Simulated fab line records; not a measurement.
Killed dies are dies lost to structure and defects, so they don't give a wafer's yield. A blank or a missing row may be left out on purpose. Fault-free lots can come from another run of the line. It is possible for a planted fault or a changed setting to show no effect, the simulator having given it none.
Which tool is to blame? | flow sky130 | Sampling: 15 lots, 45 wafers, 6 of 708 route steps

## WHAT THE GAUGES READ, wafer by wafer
SKY_VIA2_CD_MEAS_12 targets a cd of 200 nm. Usual: 200.4 nm for cd_nm, sd 1.2.
lot  | measured     | on        | cd_nm (nm)        | flag
L938 | day 36 05:35 | cd_sem-01 | 200.9 200.8 202.0 |
L939 | day 36 13:03 | cd_sem-01 | 200.0 200.0 200.5 |
L940 | day 37 00:27 | cd_sem-02 | 199.7 200.7 200.3 |
L943 | day 37 18:02 | cd_sem-01 | 200.4 200.7 201.6 |
L941 | day 37 18:59 | cd_sem-01 | 199.5 200.5 200.1 |
L947 | day 38 21:32 | cd_sem-02 | 200.8 200.1 201.4 |
L949 | day 39 17:11 | cd_sem-02 | 200.9 201.4 200.7 |
L950 | day 40 06:10 | cd_sem-02 | 202.4 201.9 201.7 |
L951 | day 40 06:53 | cd_sem-01 | 200.1 200.8 200.8 |
L952 | day 40 11:31 | cd_sem-01 | 203.0 200.9 202.2 |
L953 | day 40 18:02 | cd_sem-01 | 201.3 200.9 200.8 |
L957 | day 42 01:58 | cd_sem-01 | 199.2 199.8 199.4 |
L958 | day 42 03:26 | cd_sem-01 | 199.8 198.3 199.7 |
L959 | day 42 03:50 | cd_sem-01 | 199.7 199.7 200.0 |
L960 | day 42 11:20 | cd_sem-01 | 200.7 199.8 199.3 |

SKY_VIA3_CD_MEAS_12 targets a cd of 200 nm. Usual: 200.3 nm for cd_nm, sd 1.6.
lot  | measured     | on        | cd_nm (nm)        | flag
L938 | day 39 14:38 | cd_sem-02 | 201.8 202.4 201.5 |
L939 | day 39 20:16 | cd_sem-01 | 198.5 197.8 199.6 |
L940 | day 40 07:47 | cd_sem-01 | 199.8 199.9 201.3 |
L943 | day 41 00:35 | cd_sem-01 | 199.2 197.3 198.9 |
L941 | day 41 01:43 | cd_sem-01 | 200.4 200.0 201.5 |
L947 | day 42 02:35 | cd_sem-01 | 199.9 198.9 199.3 |
L949 | day 42 21:22 | cd_sem-01 | 198.7 199.0 199.4 |
L950 | day 43 09:04 | cd_sem-02 | 197.8 199.4 199.1 |
L951 | day 43 09:28 | cd_sem-02 | 200.1 200.1 199.5 |
L952 | day 43 14:12 | cd_sem-02 | 200.4 201.7 201.5 |
L953 | day 43 20:26 | cd_sem-01 | 200.9 201.8 202.3 |
L957 | day 45 01:41 | cd_sem-02 | 200.8 201.1 200.5 |
L958 | day 45 04:40 | cd_sem-02 | 201.0 199.5 201.0 |
L959 | day 45 03:50 | cd_sem-02 | 201.3 199.7 199.1 |
L960 | day 45 11:01 | cd_sem-01 | 199.2 198.5 198.6 |

SKY_CAP2M_RS_MEAS_03: uses a four-point probe to measure. Usual: for CAP2M_TIN_RS the level is 6.89 ohm/sq and the standard deviation is 0.066.
lot  | measured     | on            | CAP2M_TIN_RS (ohm/sq) | flag
L938 | day 39 16:44 | film_metro-01 | 6.84 6.82 6.86        |
L939 | day 39 22:09 | film_metro-03 | 6.87 6.83 6.85        |
L940 | day 40 09:41 | film_metro-01 | 6.88 6.79 6.92        |
L943 | day 41 02:27 | film_metro-01 | 6.95 6.88 6.85        |
L941 | day 41 03:36 | film_metro-03 | 6.78 6.82 6.83        |
L947 | day 42 04:55 | film_metro-01 | 6.97 6.95 6.94        |
L952 | day 43 16:37 | film_metro-03 | 6.81 6.75 6.89        |
L953 | day 43 22:20 | film_metro-01 | 7.02 7.03 6.93        |
L957 | day 45 03:35 | film_metro-02 | 6.86 6.89 6.85        |
L958 | day 45 06:34 | film_metro-03 | 6.95 6.99 6.97        |
L959 | day 45 05:42 | film_metro-03 | 6.99 6.92 6.87        |
L960 | day 45 12:53 | film_metro-02 | 6.93 6.84 6.85        |

## WHAT TOOL EACH LOT RAN ON (gives the tool, then ch and the chambers of the sampled wafers, and finally the start)
lot  | SKY_VIA3_ETCH_14                   | SKY_VIA3_ETCH_15                   | SKY_VIA3_STRIP_16
L938 | rie_diel-03 ch 0,1, day 39 14:48   | rie_diel-03 ch 0,1, day 39 14:50   | plasma_asher-01 ch 0,1, day 39 14:54
L939 | rie_diel-01 ch 0,1,3, day 39 20:23 | rie_diel-01 ch 0,1,3, day 39 20:26 | plasma_asher-01 ch 0,1, day 39 20:30
L940 | rie_diel-04 ch 0,1, day 40 07:54   | rie_diel-04 ch 0,1, day 40 07:56   | plasma_asher-04 ch 0,1, day 40 08:02
L943 | rie_diel-01 ch 0,1,2, day 41 00:45 | rie_diel-01 ch 0,1,2, day 41 00:47 | plasma_asher-04 ch 0, day 41 00:51
L941 | rie_diel-04 ch 0,1,3, day 41 01:52 | rie_diel-04 ch 0,1,3, day 41 01:54 | plasma_asher-01 ch 0,1, day 41 01:58
L947 | rie_diel-01 ch 0,1,2, day 42 02:44 | rie_diel-01 ch 0,1,2, day 42 02:47 | plasma_asher-03 ch 0,1, day 42 02:51
L949 | rie_diel-04 ch 1,2, day 42 21:31   | rie_diel-04 ch 1,2, day 42 21:33   | plasma_asher-01 ch 0,1, day 42 21:37
L950 | rie_diel-04 ch 0,1, day 43 09:11   | rie_diel-04 ch 0,1, day 43 09:14   | plasma_asher-03 ch 1, day 43 09:18
L951 | rie_diel-01 ch 0,2,3, day 43 09:36 | rie_diel-01 ch 0,2,3, day 43 09:38 | plasma_asher-03 ch 0,1, day 43 09:42
L952 | rie_diel-04 ch 2,3, day 43 14:18   | rie_diel-04 ch 2,3, day 43 14:20   | plasma_asher-01 ch 0,1, day 43 14:26
L953 | rie_diel-04 ch 0,2,3, day 43 20:35 | rie_diel-04 ch 0,2,3, day 43 20:38 | plasma_asher-01 ch 0,1, day 43 20:42
L957 | rie_diel-04 ch 1,2, day 45 01:49   | rie_diel-04 ch 1,2, day 45 01:52   | plasma_asher-03 ch 0,1, day 45 01:55
L958 | rie_diel-04 ch 0,2,3, day 45 04:47 | rie_diel-04 ch 0,2,3, day 45 04:50 | plasma_asher-03 ch 1, day 45 04:54
L959 | rie_diel-03 ch 1,3, day 45 04:00   | rie_diel-03 ch 1,3, day 45 04:02   | plasma_asher-03 ch 0,1, day 45 04:06
L960 | rie_diel-04 ch 0,1,3, day 45 11:10 | rie_diel-04 ch 0,1,3, day 45 11:13 | plasma_asher-03 ch 1, day 45 11:16
- SKY_VIA3_ETCH_14: etches BARC in N2/H2, stops on SiO2, time 45.9 s, target depth 60 nm.
- SKY_VIA3_ETCH_15: etches SiO2 in C4F8/O2/Ar, stops on TiN, target depth 507 nm, time 78 s.
- SKY_VIA3_STRIP_16: strips in O2/N2.

## AS READ BY THE TOOLS THEMSELVES (means over the sampled wafers that have a number; for cases with no such wafer, the mark the record gives instead)
SKY_VIA3_ETCH_14. Usual: bias_w 100.0 W, standard deviation 0.3; chamber_pressure_mTorr 30.006 mTorr, standard deviation 0.027; drypump_motor_current_A 5.9 A, standard deviation 0.53; h2_flow_sccm 200.0 sccm, standard deviation 0.61; oes_product_au 0.855 a.u., standard deviation 0.0044; throttle_valve_pct 13.225 %, standard deviation 0.0094.
lot  | tool        | bias_w (W) | chamber_pressure_mTorr (mTorr) | drypump_motor_current_A (A) | h2_flow_sccm (sccm) | oes_product_au (a.u.) | throttle_valve_pct (%) | flag
L938 | rie_diel-03 | 100.1      | 30.004                         | 5.8                         | 200.4               | 0.850                 | 13.218                 |
L939 | rie_diel-01 | 100.3      | 30.004                         | 5.9                         | 199.8               | 0.857                 | 13.226                 |
L940 | rie_diel-04 | 100.1      | 30.009                         | 5.9                         | 199.9               | 0.857                 | 13.223                 |
L943 | rie_diel-01 | 100.0      | 30.036                         | 5.9                         | 200.3               | 0.860                 | 13.232                 |
L941 | rie_diel-04 | 100.4      | 30.009                         | 5.6                         | 200.3               | 0.857                 | 13.225                 |
L947 | rie_diel-01 | 100.3      | 29.989                         | 5.9                         | 199.8               | 0.850                 | 13.228                 |
L949 | rie_diel-04 | -          | -                              | -                           | -                   | -                     | -                      | OFF
L950 | rie_diel-04 | -          | -                              | -                           | -                   | -                     | -                      | OFF
L951 | rie_diel-01 | -          | -                              | -                           | -                   | -                     | -                      | OFF
L952 | rie_diel-04 | 100.1      | 29.991                         | 5.8                         | 200.1               | 0.856                 | 13.221                 |
L953 | rie_diel-04 | 100.0      | 29.994                         | 5.6                         | 200.5               | 0.852                 | 13.219                 |
L957 | rie_diel-04 | 100.1      | 29.988                         | 6.3                         | 199.7               | 0.853                 | 13.218                 |
L958 | rie_diel-04 | 100.1      | 29.999                         | 5.6                         | 199.9               | 0.854                 | 13.222                 |
L959 | rie_diel-03 | 99.9       | 30.011                         | 6.0                         | 199.7               | 0.855                 | 13.232                 |
L960 | rie_diel-04 | 100.1      | 30.006                         | 5.6                         | 199.9               | 0.850                 | 13.225                 |

SKY_VIA3_ETCH_15. Usual: bias_w 1200 W, standard deviation 3.8; chamber_pressure_mTorr 40.00 mTorr, standard deviation 0.041; oes_product_au 0.945 a.u., standard deviation 0.0046.
lot  | tool        | bias_w (W) | chamber_pressure_mTorr (mTorr) | oes_product_au (a.u.) | flag
L938 | rie_diel-03 | 1198       | 40.04                          | 0.948                 |
L939 | rie_diel-01 | 1200       | 40.01                          | 0.941                 |
L940 | rie_diel-04 | 1199       | 40.02                          | 0.948                 |
L943 | rie_diel-01 | 1201       | 39.97                          | 0.942                 |
L941 | rie_diel-04 | 1201       | 40.04                          | 0.946                 |
L947 | rie_diel-01 | 1199       | 40.00                          | 0.948                 |
L949 | rie_diel-04 | 1198       | 39.97                          | 0.375                 | OFF
L950 | rie_diel-04 | 1198       | 39.99                          | 0.374                 | OFF
L951 | rie_diel-01 | 1197       | 39.94                          | 0.378                 | OFF
L952 | rie_diel-04 | 1201       | 40.00                          | 0.943                 |
L953 | rie_diel-04 | 1199       | 40.01                          | 0.949                 |
L957 | rie_diel-04 | 1203       | 40.02                          | 0.945                 |
L958 | rie_diel-04 | 1201       | 40.01                          | 0.948                 |
L959 | rie_diel-03 | 1199       | 40.00                          | 0.947                 |
L960 | rie_diel-04 | 1200       | 40.00                          | 0.942                 |

SKY_VIA3_STRIP_16. Usual: drypump_motor_current_A 5.6 A, standard deviation 0.38; oes_product_au 0.402 a.u., standard deviation 0.0049; strip_time_to_endpoint_s 4.124 s, standard deviation 0.024.
lot  | tool            | drypump_motor_current_A (A) | oes_product_au (a.u.) | strip_time_to_endpoint_s (s) | flag
L938 | plasma_asher-01 | 5.8                         | 0.400                 | 4.136                        |
L939 | plasma_asher-01 | 5.8                         | 0.400                 | 4.104                        |
L940 | plasma_asher-04 | 5.4                         | 0.400                 | 4.132                        |
L943 | plasma_asher-04 | 5.4                         | 0.399                 | 4.150                        |
L941 | plasma_asher-01 | 5.8                         | 0.408                 | 4.123                        |
L947 | plasma_asher-03 | 5.7                         | 0.400                 | 4.126                        |
L949 | plasma_asher-01 | 5.7                         | 0.427                 | 4.560                        | OFF
L950 | plasma_asher-03 | 4.9                         | 0.418                 | 4.569                        | OFF
L951 | plasma_asher-03 | 5.3                         | 0.422                 | 4.578                        | OFF
L952 | plasma_asher-01 | 5.7                         | 0.402                 | 4.128                        |
L953 | plasma_asher-01 | 5.8                         | 0.400                 | 4.132                        |
L957 | plasma_asher-03 | 5.3                         | 0.407                 | 4.131                        |
L958 | plasma_asher-03 | 5.0                         | 0.403                 | 4.122                        |
L959 | plasma_asher-03 | 5.7                         | 0.399                 | 4.147                        |
L960 | plasma_asher-03 | 4.9                         | 0.404                 | 4.116                        |

## THE ANSWER, worked out from the rows above alone
Rule: a lot is off if the mean of its wafers that have a number lies more than 3 standard deviations from the usual mean. Also off: a lot with no number at a reading for which 4 or more lots have one. The other lots that the step has rows for count as sound. After the gauges, taken in route order, come the tools' own readings; for these a lot's mean is taken, as printed above. At the first step where some lot is off, the reading lying furthest off is the one used; lots without a number count as furthest.
Off at SKY_VIA3_ETCH_14 (bias_w): L949, L950, L951. Without a number there: L949, L950, L951.
If a tool, at that step or one of the process steps before it, ran each lot that is off and ran no sound lot following the first of them, it fits. No candidate that was tried fits.

## WHAT THE SIMULATOR PUT IN
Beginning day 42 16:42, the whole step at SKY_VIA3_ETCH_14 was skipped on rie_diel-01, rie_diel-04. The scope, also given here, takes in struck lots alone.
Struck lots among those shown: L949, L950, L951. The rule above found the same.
